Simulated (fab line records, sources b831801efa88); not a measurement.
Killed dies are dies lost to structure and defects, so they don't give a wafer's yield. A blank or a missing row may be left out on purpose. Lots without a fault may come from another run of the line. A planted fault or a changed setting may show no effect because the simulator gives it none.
One fault seen from 2 desks | flow gf180mcu | each desk has only its own numbers; what lay behind them comes last

THE METROLOGY DESK
What the gauges read, lot by lot, whatever tool the lot ran on: means of the sampled wafers that have a number. A lot is out of limits, marked OUT, if its mean lies more than 4 standard deviations from the usual mean; the brackets give that distance.
Columns: A = MIM_ALCU_THK at GF_MIM_THK_MEAS_11, usual 207.0 nm; B = V5_BOW at GF_V5_BOW_MEAS_05, usual 133 um
lot  | first seen here | A     | B
L712 | day 24 09:04    | 205.9 | 146
L713 | day 24 19:58    | 208.4 | 147
L714 | day 25 05:01    | 208.3 | 131
L715 | day 25 17:53    | 204.7 | 131
L716 | day 26 00:49    | 206.7 | 120
L717 | day 26 04:41    | 204.4 | 135
L719 | day 26 22:46    | 206.5 | 134
L723 | day 28 08:25    | 208.3 | 132
L724 | day 28 11:19    | 206.9 | 126
L726 | day 29 00:49    | 205.2 | 133
L729 | day 29 22:38    | 202.9 | 134
L732 | day 30 15:00    | 208.1 | 130
L735 | day 31 10:55    | 202.7 | 126
This desk's finding: nothing out of limits on any of the 13 lots.

THE TOOL OWNER'S DESK: pvd_sputter-01
The tool's own readings at GF_V5_SPUTTER_22 (material TiN, target thk 10 nm, time 40 s): means of the sampled wafers that have a number, for each lot that ran on this tool. A lot is out of limits, marked OUT, if its mean lies more than 4 standard deviations from the usual mean; the brackets give that distance.
Columns: A = throttle_valve_pct at GF_V5_SPUTTER_22, usual 30.0 %
lot  | first seen here | A
L713 | day 27 13:30    | 29.3
L717 | day 28 19:17    | 29.4
L719 | day 29 11:48    | 28.9
L723 | day 30 18:48    | 29.4
L726 | day 31 11:06    | 29.6
L735 | day 33 14:29    | 29.5
This desk's finding: nothing out of limits on any of the 6 lots.

PUT TOGETHER
The metrology desk saw nothing out of limits.
The tool owner's desk saw nothing out of limits.

WHAT THE SIMULATOR HAD PUT IN
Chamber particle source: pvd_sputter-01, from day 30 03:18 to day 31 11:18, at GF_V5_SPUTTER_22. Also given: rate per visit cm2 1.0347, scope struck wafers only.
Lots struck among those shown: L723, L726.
